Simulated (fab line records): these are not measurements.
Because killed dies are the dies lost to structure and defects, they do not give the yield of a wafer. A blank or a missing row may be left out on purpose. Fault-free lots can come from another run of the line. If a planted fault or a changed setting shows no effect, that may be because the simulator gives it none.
Which tool did it? / flow sky130 / 15 lots, 45 wafers sampled, at 4 steps of a route of 708

== WHAT THE GAUGES READ, wafer by wafer ==
The record holds no reading of a measuring or inspecting step that can be judged against a usual standard deviation.

== WHAT TOOL EACH LOT RAN ON (gives the tool, then ch and the chambers of the sampled wafers, and finally the start) ==
lot=L535; SKY_METAL4_SPUTTER_00=pvd sputter-03, day 39 19:47; SKY_METAL4_SPUTTER_01=pvd sputter-03, day 39 19:49; SKY_METAL4_PEB_11=litho track-03 ch 0, day 41 21:00; SKY_METAL4_DESCUM_15=rie metal-02 ch 0,1, day 41 21:34
lot=L537; SKY_METAL4_SPUTTER_00=pvd sputter-03, day 40 01:41; SKY_METAL4_SPUTTER_01=pvd sputter-03, day 40 01:43; SKY_METAL4_PEB_11=litho track-01 ch 0, day 42 02:00; SKY_METAL4_DESCUM_15=rie metal-04 ch 0,1, day 42 02:47
lot=L539; SKY_METAL4_SPUTTER_00=pvd sputter-03, day 40 03:44; SKY_METAL4_SPUTTER_01=pvd sputter-03, day 40 03:46; SKY_METAL4_PEB_11=litho track-01 ch 0, day 42 04:00; SKY_METAL4_DESCUM_15=rie metal-04 ch 0,1, day 42 04:38
lot=L538; SKY_METAL4_SPUTTER_00=pvd sputter-04, day 40 14:17; SKY_METAL4_SPUTTER_01=pvd sputter-04, day 40 14:19; SKY_METAL4_PEB_11=litho track-01 ch 0, day 42 14:00; SKY_METAL4_DESCUM_15=rie metal-04 ch 0,1, day 42 15:17
lot=L546; SKY_METAL4_SPUTTER_00=pvd sputter-01, day 42 13:21; SKY_METAL4_SPUTTER_01=pvd sputter-01, day 42 13:22; SKY_METAL4_PEB_11=litho track-01, day 44 11:00; SKY_METAL4_DESCUM_15=rie metal-03 ch 0,1, day 44 11:59
lot=L547; SKY_METAL4_SPUTTER_00=pvd sputter-01, day 42 20:02; SKY_METAL4_SPUTTER_01=pvd sputter-01, day 42 20:04; SKY_METAL4_PEB_11=litho track-01, day 44 18:00; SKY_METAL4_DESCUM_15=rie metal-04 ch 0,1, day 44 18:56
lot=L548; SKY_METAL4_SPUTTER_00=pvd sputter-04, day 43 06:43; SKY_METAL4_SPUTTER_01=pvd sputter-04, day 43 06:44; SKY_METAL4_PEB_11=litho track-03, day 45 03:00; SKY_METAL4_DESCUM_15=rie metal-03 ch 0,1, day 45 03:43
lot=L551; SKY_METAL4_SPUTTER_00=pvd sputter-04, day 44 14:52; SKY_METAL4_SPUTTER_01=pvd sputter-04, day 44 14:53; SKY_METAL4_PEB_11=litho track-01 ch 0, day 46 10:00; SKY_METAL4_DESCUM_15=rie metal-03 ch 0,1, day 46 11:20
lot=L552; SKY_METAL4_SPUTTER_00=pvd sputter-01, day 44 15:38; SKY_METAL4_SPUTTER_01=pvd sputter-01, day 44 15:40; SKY_METAL4_PEB_11=litho track-02 ch 0, day 46 10:00; SKY_METAL4_DESCUM_15=rie metal-04 ch 0,1, day 46 10:55
lot=L553; SKY_METAL4_SPUTTER_00=pvd sputter-04, day 44 15:59; SKY_METAL4_SPUTTER_01=pvd sputter-04, day 44 16:00; SKY_METAL4_PEB_11=litho track-01 ch 0, day 46 11:00; SKY_METAL4_DESCUM_15=rie metal-03 ch 0,1, day 46 11:41
lot=L554; SKY_METAL4_SPUTTER_00=pvd sputter-01, day 44 20:56; SKY_METAL4_SPUTTER_01=pvd sputter-01, day 44 20:58; SKY_METAL4_PEB_11=litho track-03 ch 0, day 46 14:00; SKY_METAL4_DESCUM_15=rie metal-04 ch 0,1, day 46 14:49
lot=L555; SKY_METAL4_SPUTTER_00=pvd sputter-03, day 44 23:49; SKY_METAL4_SPUTTER_01=pvd sputter-03, day 44 23:50; SKY_METAL4_PEB_11=litho track-02 ch 0, day 46 18:00; SKY_METAL4_DESCUM_15=rie metal-02 ch 0,1, day 46 18:31
lot=L556; SKY_METAL4_SPUTTER_00=pvd sputter-04, day 45 10:57; SKY_METAL4_SPUTTER_01=pvd sputter-04, day 45 10:59; SKY_METAL4_PEB_11=litho track-03 ch 0, day 47 03:00; SKY_METAL4_DESCUM_15=rie metal-02 ch 0,1, day 47 04:22
lot=L557; SKY_METAL4_SPUTTER_00=pvd sputter-01, day 45 16:02; SKY_METAL4_SPUTTER_01=pvd sputter-01, day 45 16:04; SKY_METAL4_PEB_11=litho track-03 ch 0, day 47 09:00; SKY_METAL4_DESCUM_15=rie metal-03 ch 0,1, day 47 09:43
lot=L558; SKY_METAL4_SPUTTER_00=pvd sputter-01, day 46 05:47; SKY_METAL4_SPUTTER_01=pvd sputter-01, day 46 05:48; SKY_METAL4_PEB_11=litho track-03 ch 0, day 47 22:00; SKY_METAL4_DESCUM_15=rie metal-03 ch 0,1, day 47 22:32
- SKY_METAL4_SPUTTER_00: material Ti, target thk 15 nm, time 10 s.
- SKY_METAL4_SPUTTER_01: material TiN, target thk 20 nm, time 16.7 s.
- SKY_METAL4_PEB_11
- SKY_METAL4_DESCUM_15: chemistry O2, time 8 s.

== AS READ BY THE TOOLS THEMSELVES (means over the sampled wafers that have a number; for cases with no such wafer, the mark the record gives instead) ==
SKY_METAL4_SPUTTER_00. Usual: throttle valve pct at 30.4 %, with a standard deviation of 1.2.
lot=L535; tool=pvd sputter-03; throttle valve pct (%)=31.4; flag=
lot=L537; tool=pvd sputter-03; throttle valve pct (%)=30.0; flag=
lot=L539; tool=pvd sputter-03; throttle valve pct (%)=30.6; flag=
lot=L538; tool=pvd sputter-04; throttle valve pct (%)=29.3; flag=
lot=L546; tool=pvd sputter-01; throttle valve pct (%)=31.6; flag=
lot=L547; tool=pvd sputter-01; throttle valve pct (%)=32.5; flag=
lot=L548; tool=pvd sputter-04; throttle valve pct (%)=29.8; flag=
lot=L551; tool=pvd sputter-04; throttle valve pct (%)=30.2; flag=
lot=L552; tool=pvd sputter-01; throttle valve pct (%)=32.4; flag=
lot=L553; tool=pvd sputter-04; throttle valve pct (%)=29.9; flag=
lot=L554; tool=pvd sputter-01; throttle valve pct (%)=32.6; flag=
lot=L555; tool=pvd sputter-03; throttle valve pct (%)=30.3; flag=
lot=L556; tool=pvd sputter-04; throttle valve pct (%)=29.8; flag=
lot=L557; tool=pvd sputter-01; throttle valve pct (%)=30.6; flag=
lot=L558; tool=pvd sputter-01; throttle valve pct (%)=31.7; flag=

SKY_METAL4_SPUTTER_01. Usual: throttle valve pct at 30.4 %, with a standard deviation of 1.2.
lot=L535; tool=pvd sputter-03; throttle valve pct (%)=31.4; flag=
lot=L537; tool=pvd sputter-03; throttle valve pct (%)=29.9; flag=
lot=L539; tool=pvd sputter-03; throttle valve pct (%)=30.5; flag=
lot=L538; tool=pvd sputter-04; throttle valve pct (%)=29.1; flag=
lot=L546; tool=pvd sputter-01; throttle valve pct (%)=31.5; flag=
lot=L547; tool=pvd sputter-01; throttle valve pct (%)=32.3; flag=
lot=L548; tool=pvd sputter-04; throttle valve pct (%)=29.9; flag=
lot=L551; tool=pvd sputter-04; throttle valve pct (%)=30.2; flag=
lot=L552; tool=pvd sputter-01; throttle valve pct (%)=32.5; flag=
lot=L553; tool=pvd sputter-04; throttle valve pct (%)=29.9; flag=
lot=L554; tool=pvd sputter-01; throttle valve pct (%)=32.7; flag=
lot=L555; tool=pvd sputter-03; throttle valve pct (%)=30.2; flag=
lot=L556; tool=pvd sputter-04; throttle valve pct (%)=29.7; flag=
lot=L557; tool=pvd sputter-01; throttle valve pct (%)=30.6; flag=
lot=L558; tool=pvd sputter-01; throttle valve pct (%)=31.7; flag=

SKY_METAL4_PEB_11. Usual: exhaust pa at 45.2 Pa, with a standard deviation of 0.86.
lot=L535; tool=litho track-03; exhaust pa (Pa)=44.5; flag=
lot=L537; tool=litho track-01; exhaust pa (Pa)=44.9; flag=
lot=L539; tool=litho track-01; exhaust pa (Pa)=45.4; flag=
lot=L538; tool=litho track-01; exhaust pa (Pa)=45.5; flag=
lot=L546; tool=litho track-01; exhaust pa (Pa)=-; flag=OFF
lot=L547; tool=litho track-01; exhaust pa (Pa)=-; flag=OFF
lot=L548; tool=litho track-03; exhaust pa (Pa)=-; flag=OFF
lot=L551; tool=litho track-01; exhaust pa (Pa)=44.4; flag=
lot=L552; tool=litho track-02; exhaust pa (Pa)=45.2; flag=
lot=L553; tool=litho track-01; exhaust pa (Pa)=44.5; flag=
lot=L554; tool=litho track-03; exhaust pa (Pa)=44.6; flag=
lot=L555; tool=litho track-02; exhaust pa (Pa)=43.4; flag=
lot=L556; tool=litho track-03; exhaust pa (Pa)=45.2; flag=
lot=L557; tool=litho track-03; exhaust pa (Pa)=45.4; flag=
lot=L558; tool=litho track-03; exhaust pa (Pa)=45.4; flag=

SKY_METAL4_DESCUM_15. Usual: drypump motor current A 5.9 A, standard deviation 0.35; oes product au 1.001 a.u., standard deviation 0.011.
lot=L535; tool=rie metal-02; drypump motor current A (A)=5.8; oes product au (a.u.)=0.993; flag=
lot=L537; tool=rie metal-04; drypump motor current A (A)=6.4; oes product au (a.u.)=1.004; flag=
lot=L539; tool=rie metal-04; drypump motor current A (A)=6.2; oes product au (a.u.)=1.010; flag=
lot=L538; tool=rie metal-04; drypump motor current A (A)=6.2; oes product au (a.u.)=1.001; flag=
lot=L546; tool=rie metal-03; drypump motor current A (A)=5.7; oes product au (a.u.)=0.997; flag=
lot=L547; tool=rie metal-04; drypump motor current A (A)=6.5; oes product au (a.u.)=0.991; flag=
lot=L548; tool=rie metal-03; drypump motor current A (A)=5.8; oes product au (a.u.)=0.998; flag=
lot=L551; tool=rie metal-03; drypump motor current A (A)=5.7; oes product au (a.u.)=0.996; flag=
lot=L552; tool=rie metal-04; drypump motor current A (A)=6.4; oes product au (a.u.)=0.999; flag=
lot=L553; tool=rie metal-03; drypump motor current A (A)=5.7; oes product au (a.u.)=0.994; flag=
lot=L554; tool=rie metal-04; drypump motor current A (A)=6.2; oes product au (a.u.)=1.009; flag=
lot=L555; tool=rie metal-02; drypump motor current A (A)=5.9; oes product au (a.u.)=0.996; flag=
lot=L556; tool=rie metal-02; drypump motor current A (A)=5.8; oes product au (a.u.)=0.999; flag=
lot=L557; tool=rie metal-03; drypump motor current A (A)=5.7; oes product au (a.u.)=1.010; flag=
lot=L558; tool=rie metal-03; drypump motor current A (A)=5.7; oes product au (a.u.)=1.008; flag=

== THE ANSWER, worked out from the rows above alone ==
Rule: a lot counts as off when the mean over its wafers that have a number is more than 3 standard deviations away from the usual mean. Also off: a lot with no number at a reading for which 4 or more lots have one. Any other lot the step has rows for is counted as sound. After the gauges, taken in route order, come the tools' own readings; for these a lot's mean is taken, as printed above. At the first step where some lot is off, the reading lying furthest off is the one used; lots without a number count as furthest.
Off: L546, L547, L548 (SKY_METAL4_PEB_11, exhaust pa). Without a number there: L546, L547, L548.
A tool fits if, at that step or a process step before it, it ran every lot that is off, and no sound lot after the first of them. None of those tried fits.

== WHAT THE SIMULATOR HAD INSERTED ==
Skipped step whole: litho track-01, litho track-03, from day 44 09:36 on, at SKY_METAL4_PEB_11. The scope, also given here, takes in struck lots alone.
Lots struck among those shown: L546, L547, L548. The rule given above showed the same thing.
